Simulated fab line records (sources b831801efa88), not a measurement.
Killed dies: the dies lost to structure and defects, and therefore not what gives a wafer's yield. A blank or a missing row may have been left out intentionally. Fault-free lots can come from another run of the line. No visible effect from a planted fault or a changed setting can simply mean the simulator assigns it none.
Which tool is to blame? :: flow sky130 :: 12 lots with 36 wafers sampled at 4 steps, on a route of 708 steps

== WHAT THE GAUGES SHOWED, per wafer ==
SKY_PASSIVATION_THK_MEAS_01. Usual: for PASSIVATION_CVD_00_THK the level is 90.3 nm and the standard deviation is 1.2.
lot: L471
measured: day 43 22:58
on: film metro-04
PASSIVATION_CVD_00_THK (nm): 88.7 91.3 89.0
flag: 

lot: L472
measured: day 43 23:11
on: film metro-01
PASSIVATION_CVD_00_THK (nm): 88.5 89.2 91.3
flag: 

lot: L475
measured: day 45 04:43
on: film metro-01
PASSIVATION_CVD_00_THK (nm): 90.4 90.6 92.8
flag: 

lot: L474
measured: day 45 08:50
on: film metro-03
PASSIVATION_CVD_00_THK (nm): 90.1 91.3 91.3
flag: 

lot: L478
measured: day 47 04:39
on: film metro-03
PASSIVATION_CVD_00_THK (nm): 90.3 90.1 92.3
flag: 

lot: L476
measured: day 47 05:44
on: film metro-01
PASSIVATION_CVD_00_THK (nm): 91.7 91.2 90.4
flag: 

lot: L480
measured: day 47 07:16
on: film metro-01
PASSIVATION_CVD_00_THK (nm): 91.1 90.4 92.2
flag: 

lot: L477
measured: day 47 09:40
on: film metro-03
PASSIVATION_CVD_00_THK (nm): 88.8 89.2 90.6
flag: 

lot: L488
measured: day 48 01:28
on: film metro-03
PASSIVATION_CVD_00_THK (nm): 89.2 91.5 93.0
flag: 

lot: L489
measured: day 48 13:50
on: film metro-04
PASSIVATION_CVD_00_THK (nm): 89.1 88.8 88.7
flag: 

lot: L490
measured: day 48 15:11
on: film metro-03
PASSIVATION_CVD_00_THK (nm): 90.5 91.5 89.3
flag: 

lot: L493
measured: day 49 21:35
on: film metro-04
PASSIVATION_CVD_00_THK (nm): 90.6 91.4 90.9
flag: 

== WHAT TOOL EACH LOT RAN ON (gives the tool, then ch and the chambers of the sampled wafers, and finally the start) ==
lot: L471
SKY_METAL4_SPUTTER_04: pvd sputter-04, day 39 18:07
SKY_VIA4_STRIP_13: plasma asher-01 ch 0,1, day 42 20:40
SKY_METAL5_SPUTTER_03: pvd sputter-02, day 42 22:03

lot: L472
SKY_METAL4_SPUTTER_04: pvd sputter-04, day 39 19:10
SKY_VIA4_STRIP_13: plasma asher-04 ch 0,1, day 42 21:29
SKY_METAL5_SPUTTER_03: pvd sputter-04, day 42 22:52

lot: L475
SKY_METAL4_SPUTTER_04: pvd sputter-02, day 41 05:02
SKY_VIA4_STRIP_13: plasma asher-01 ch 0,1, day 44 04:08
SKY_METAL5_SPUTTER_03: pvd sputter-03, day 44 05:31

lot: L474
SKY_METAL4_SPUTTER_04: pvd sputter-01, day 41 08:35
SKY_VIA4_STRIP_13: plasma asher-02 ch 0,1, day 44 08:07
SKY_METAL5_SPUTTER_03: pvd sputter-04, day 44 09:30

lot: L478
SKY_METAL4_SPUTTER_04: pvd sputter-02, day 43 13:01
SKY_VIA4_STRIP_13: plasma asher-02 ch 0,1, day 46 07:03
SKY_METAL5_SPUTTER_03: pvd sputter-02, day 46 08:28

lot: L476
SKY_METAL4_SPUTTER_04: pvd sputter-01, day 43 13:22
SKY_VIA4_STRIP_13: plasma asher-04 ch 1, day 46 08:22
SKY_METAL5_SPUTTER_03: pvd sputter-04, day 46 09:47

lot: L480
SKY_METAL4_SPUTTER_04: pvd sputter-01, day 43 15:31
SKY_VIA4_STRIP_13: plasma asher-01 ch 0,1, day 46 09:30
SKY_METAL5_SPUTTER_03: pvd sputter-02, day 46 10:53

lot: L477
SKY_METAL4_SPUTTER_04: pvd sputter-04, day 43 17:02
SKY_VIA4_STRIP_13: plasma asher-04 ch 0,1, day 46 11:58
SKY_METAL5_SPUTTER_03: pvd sputter-03, day 46 13:21

lot: L488
SKY_METAL4_SPUTTER_04: pvd sputter-04, day 44 10:25
SKY_VIA4_STRIP_13: plasma asher-01 ch 0,1, day 47 03:10
SKY_METAL5_SPUTTER_03: pvd sputter-03, day 47 04:33

lot: L489
SKY_METAL4_SPUTTER_04: pvd sputter-04, day 44 22:10
SKY_VIA4_STRIP_13: plasma asher-01 ch 0,1, day 47 14:33
SKY_METAL5_SPUTTER_03: pvd sputter-04, day 47 15:56

lot: L490
SKY_METAL4_SPUTTER_04: pvd sputter-01, day 44 23:26
SKY_VIA4_STRIP_13: plasma asher-02 ch 1, day 47 16:40
SKY_METAL5_SPUTTER_03: pvd sputter-02, day 47 18:08

lot: L493
SKY_METAL4_SPUTTER_04: pvd sputter-02, day 46 13:33
SKY_VIA4_STRIP_13: plasma asher-04 ch 0,1, day 49 01:49
SKY_METAL5_SPUTTER_03: pvd sputter-03, day 49 03:13
- SKY_METAL4_SPUTTER_04: material TiN, target thk 70 nm, time 58.3 s.
- SKY_VIA4_STRIP_13: strips in O2/N2.
- SKY_METAL5_SPUTTER_03: material Ti, target thk 5 nm, time 3.3 s.

== WHAT THE TOOLS THEMSELVES READ (means of the sampled wafers that have a number; where no wafer has one, the mark that the record gives instead) ==
SKY_METAL4_SPUTTER_04. Usual: throttle valve pct 29.9 %, standard deviation 0.84.
lot: L471
tool: pvd sputter-04
throttle valve pct (%): 30.3
flag: 

lot: L472
tool: pvd sputter-04
throttle valve pct (%): 30.9
flag: 

lot: L475
tool: pvd sputter-02
throttle valve pct (%): 28.8
flag: 

lot: L474
tool: pvd sputter-01
throttle valve pct (%): 31.2
flag: 

lot: L478
tool: pvd sputter-02
throttle valve pct (%): 29.4
flag: 

lot: L476
tool: pvd sputter-01
throttle valve pct (%): 29.8
flag: 

lot: L480
tool: pvd sputter-01
throttle valve pct (%): 29.8
flag: 

lot: L477
tool: pvd sputter-04
throttle valve pct (%): 30.7
flag: 

lot: L488
tool: pvd sputter-04
throttle valve pct (%): 30.2
flag: 

lot: L489
tool: pvd sputter-04
throttle valve pct (%): 30.1
flag: 

lot: L490
tool: pvd sputter-01
throttle valve pct (%): 29.7
flag: 

lot: L493
tool: pvd sputter-02
throttle valve pct (%): 28.9
flag: 

SKY_VIA4_STRIP_13. Usual: drypump motor current A 5.4 A, standard deviation 0.43; oes product au 0.710 a.u., standard deviation 0.004; strip time to endpoint s 12.79 s, standard deviation 0.036.
lot: L471
tool: plasma asher-01
drypump motor current A (A): 5.4
oes product au (a.u.): 0.713
strip time to endpoint s (s): 12.81
flag: 

lot: L472
tool: plasma asher-04
drypump motor current A (A): 6.1
oes product au (a.u.): 0.712
strip time to endpoint s (s): 12.82
flag: 

lot: L475
tool: plasma asher-01
drypump motor current A (A): 5.1
oes product au (a.u.): 0.710
strip time to endpoint s (s): 12.77
flag: 

lot: L474
tool: plasma asher-02
drypump motor current A (A): 5.3
oes product au (a.u.): 0.709
strip time to endpoint s (s): 12.81
flag: 

lot: L478
tool: plasma asher-02
drypump motor current A (A): 5.1
oes product au (a.u.): 0.711
strip time to endpoint s (s): 12.76
flag: 

lot: L476
tool: plasma asher-04
drypump motor current A (A): 6.2
oes product au (a.u.): 0.710
strip time to endpoint s (s): 12.77
flag: 

lot: L480
tool: plasma asher-01
drypump motor current A (A): 5.3
oes product au (a.u.): 0.711
strip time to endpoint s (s): 12.81
flag: 

lot: L477
tool: plasma asher-04
drypump motor current A (A): 6.0
oes product au (a.u.): 0.709
strip time to endpoint s (s): 12.76
flag: 

lot: L488
tool: plasma asher-01
drypump motor current A (A): 5.3
oes product au (a.u.): 0.708
strip time to endpoint s (s): 12.75
flag: 

lot: L489
tool: plasma asher-01
drypump motor current A (A): 5.3
oes product au (a.u.): 0.705
strip time to endpoint s (s): 12.79
flag: 

lot: L490
tool: plasma asher-02
drypump motor current A (A): 4.9
oes product au (a.u.): 0.709
strip time to endpoint s (s): 12.82
flag: 

lot: L493
tool: plasma asher-04
drypump motor current A (A): 6.0
oes product au (a.u.): 0.713
strip time to endpoint s (s): 12.79
flag: 

SKY_METAL5_SPUTTER_03. Usual: throttle valve pct 30.2 %, standard deviation 1.1.
lot: L471
tool: pvd sputter-02
throttle valve pct (%): 29.0
flag: 

lot: L472
tool: pvd sputter-04
throttle valve pct (%): 30.6
flag: 

lot: L475
tool: pvd sputter-03
throttle valve pct (%): 31.3
flag: 

lot: L474
tool: pvd sputter-04
throttle valve pct (%): 30.2
flag: 

lot: L478
tool: pvd sputter-02
throttle valve pct (%): 28.9
flag: 

lot: L476
tool: pvd sputter-04
throttle valve pct (%): 30.4
flag: 

lot: L480
tool: pvd sputter-02
throttle valve pct (%): 28.5
flag: 

lot: L477
tool: pvd sputter-03
throttle valve pct (%): 30.7
flag: 

lot: L488
tool: pvd sputter-03
throttle valve pct (%): 30.6
flag: 

lot: L489
tool: pvd sputter-04
throttle valve pct (%): 30.6
flag: 

lot: L490
tool: pvd sputter-02
throttle valve pct (%): 28.9
flag: 

lot: L493
tool: pvd sputter-03
throttle valve pct (%): 30.2
flag: 

== THE ANSWER, worked out from the rows above alone ==
Rule: take the mean of a lot's wafers that have a number; if it is more than 3 standard deviations from the usual mean, the lot is off. Also off: a lot with no number at a reading for which 4 or more lots have one. Where the step has rows for the other lots, those lots are counted as sound. After the gauges, taken in route order, come the tools' own readings; for these a lot's mean is taken, as printed above. At the first step where some lot is off, the reading lying furthest off is the one used; lots without a number count as furthest.
No lot is off on any of the readings shown, so nothing can be concluded from this.

== WHAT THE SIMULATOR PUT IN ==
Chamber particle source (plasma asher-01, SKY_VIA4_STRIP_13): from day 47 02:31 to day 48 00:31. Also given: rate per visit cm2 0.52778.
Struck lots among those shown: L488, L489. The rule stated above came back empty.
